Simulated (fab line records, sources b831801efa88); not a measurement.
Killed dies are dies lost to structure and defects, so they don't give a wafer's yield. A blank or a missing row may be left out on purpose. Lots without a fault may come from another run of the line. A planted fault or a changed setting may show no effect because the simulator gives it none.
Chamber matching | flow sky130 | SKY_VIA2_ETCH_15 on rie_diel-02: 4 sister chambers
The step etches SiO2 in C4F8/O2/Ar, stops on TiN, target depth 546 nm, time 84 s. 22 wafers are shown with their chamber, then 11 later ones without.

WAFERS WITH THEIR CHAMBER
wafer  | chamber | oes_product_au (a.u.)
L074.2 | 3       | 0.941
L074.4 | 0       | 0.941
L074.6 | 1       | 0.934
L078.1 | 1       | 0.943
L078.5 | 3       | 0.939
L078.6 | 0       | 0.942
L079.4 | 1       | 0.936
L079.5 | 1       | 0.932
L079.6 | 0       | 0.939
L080.1 | 1       | 0.938
L080.2 | 3       | 0.939
L080.5 | 0       | 0.940
L083.4 | 2       | 0.939
L083.5 | 2       | 0.943
L083.6 | 3       | 0.939
L085.2 | 2       | 0.934
L085.5 | 0       | 0.939
L085.6 | 3       | 0.944
L086.2 | 0       | 0.934
L086.4 | 3       | 0.936
L086.6 | 0       | 0.938
L087.2 | 3       | 0.934

SIGNATURES (means of the wafers above)
reading        | chamber 0 | chamber 1 | chamber 2 | chamber 3 | scatter within a chamber
oes_product_au | 0.93900   | 0.93660   | 0.93867   | 0.93886   | 0.00345
Rule: a wafer's distance from a chamber is the root of the sum, over the readings, of the square of ((its reading less the chamber's mean) divided by the reading's scatter). The wafer belongs to the nearest chamber; if the next one is less than 2 further off, it can't be placed. The scatter: the root of (the sum of the squares of (reading less its chamber's mean) over the shown wafers, divided by (wafers less chambers)).

WAFERS WITHOUT THEIR CHAMBER
wafer  | oes_product_au (a.u.)
L087.4 | 0.951
L087.5 | 0.941
L089.2 | 0.932
L089.3 | 0.938
L089.4 | 0.940
L093.2 | 0.941
L093.5 | 0.948
L093.6 | 0.941
L094.1 | 0.936
L094.4 | 0.940
L094.6 | 0.943

WHICH CHAMBER EACH WENT THROUGH
wafer  | from the rows above               | in truth
L087.4 | can't be placed: 0 or 3 or 2 or 1 | 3
L087.5 | can't be placed: 0 or 3 or 2 or 1 | 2
L089.2 | can't be placed: 1 or 2 or 3 or 0 | 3
L089.3 | can't be placed: 2 or 3 or 0 or 1 | 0
L089.4 | can't be placed: 0 or 3 or 2 or 1 | 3
L093.2 | can't be placed: 0 or 3 or 2 or 1 | 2
L093.5 | can't be placed: 0 or 3 or 2 or 1 | 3
L093.6 | can't be placed: 0 or 3 or 2 or 1 | 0
L094.1 | can't be placed: 1 or 2 or 3 or 0 | 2
L094.4 | can't be placed: 0 or 3 or 2 or 1 | 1
L094.6 | can't be placed: 0 or 3 or 2 or 1 | 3
Placed correctly: 0 of 11. Can't be placed from these rows: 11 (the true chamber is among the candidates in 11). Placed wrongly: 0.
